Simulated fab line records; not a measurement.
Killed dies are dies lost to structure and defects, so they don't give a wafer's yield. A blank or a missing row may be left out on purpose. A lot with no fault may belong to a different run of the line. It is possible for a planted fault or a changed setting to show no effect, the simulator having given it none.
A struck lot beside a sound one -- flow gf180mcu -- 14 out of 602 route steps
Sound: the wafers L853.1, L853.2, L853.5. Wafers L865.3, L865.5 were the ones struck. Last of all comes the cause.
Order at every step that has rows: each side's tool, ch and its chambers, its first start. Under that, the readings that differ: sound wafers -- struck wafers -- difference of the means -- sigmas: that difference in standard deviations of wafers without a fault.
alike: same words and numbers on both sides, and readings whose means sit less than 2 such deviations apart. not compared: any withheld reading, any reading some wafer has no value for, any bound like >300 that may hide the same value, and any number with overlapping values for which the record gives no deviation.
A row with sigmas, a row that says differs or no value, or rows on one side alone: a step with any of these is where the two part. When numbers do not overlap yet have no deviation, they are printed without sigmas and do not part them. Lack of a reading on every wafer of one side parts them only where that side has two or more wafers.

first, 5 steps without rows for these wafers: GF_V2_COAT_09 (resist thk 1000 nm); GF_V2_SOFTBAKE_10 (time 60 s); GF_V2_EXPOSE_11 (exposes mask Via2, target cd 260 nm); GF_V2_PEB_12 (peb time 90 s); GF_V2_DEVELOP_13 (develop time 60 s).
GF_V2_CD_MEAS_14: target cd 260 nm.
  struck on cd_sem-01, day 26 16:31; sound on cd_sem-02, day 22 08:02
  alike: cd_nm
GF_V2_OVL_MEAS_15:
  struck on overlay-02, day 26 16:36; sound on overlay-01, day 22 08:09
  alike: V2_OVL
GF_V2_ETCH_16: etches BARC in N2/H2.
  sound on rie_diel-02 ch 0,1, day 22 08:11; struck on rie_diel-03 ch 0,1, day 26 16:37
  alike: drypump_motor_current_A, oes_product_au, throttle_valve_pct
GF_V2_ETCH_17: etches SiO2 in C4F8/O2/Ar, stops on TiN, target depth 630 nm.
  sound: rie_diel-02 ch 0,1; struck: rie_diel-03 ch 0,1
  alike: oes_product_au
GF_V2_STRIP_18: strips in O2/N2.
  sound on plasma_asher-03 ch 0,1, day 22 08:19; struck on plasma_asher-01 ch 1, day 26 16:47
  alike: drypump_motor_current_A, heater_power_w, oes_product_au
  not compared: rf_hours_counter_h
then, 2 steps without rows for these wafers: GF_V2_STRIP_19 (strips in post etch residue remover, time 1200 s); GF_V2_CLEAN_20 (cleans in DIW).
GF_V2_SPUTTER_21: material Ti, target thk 15 nm, time 80.02 s.
  struck on pvd_sputter-02, day 26 17:17; sound on pvd_sputter-03, day 22 08:51
reading,sound,struck,difference,sigmas
model.Ti_of_V2_SPUTTER_21.thk_nm (nm),15.14 15.04 15.11,27.95 27.92,+12.84,
  alike: throttle_valve_pct
GF_V2_SPUTTER_22: material TiN, target thk 10 nm, time 40 s.
  struck on pvd_sputter-02, day 26 17:21; sound on pvd_sputter-03, day 22 08:55
  alike: throttle_valve_pct

== WHERE THEY PART ==
Nowhere in this record.

WHY: whatever the simulator had introduced
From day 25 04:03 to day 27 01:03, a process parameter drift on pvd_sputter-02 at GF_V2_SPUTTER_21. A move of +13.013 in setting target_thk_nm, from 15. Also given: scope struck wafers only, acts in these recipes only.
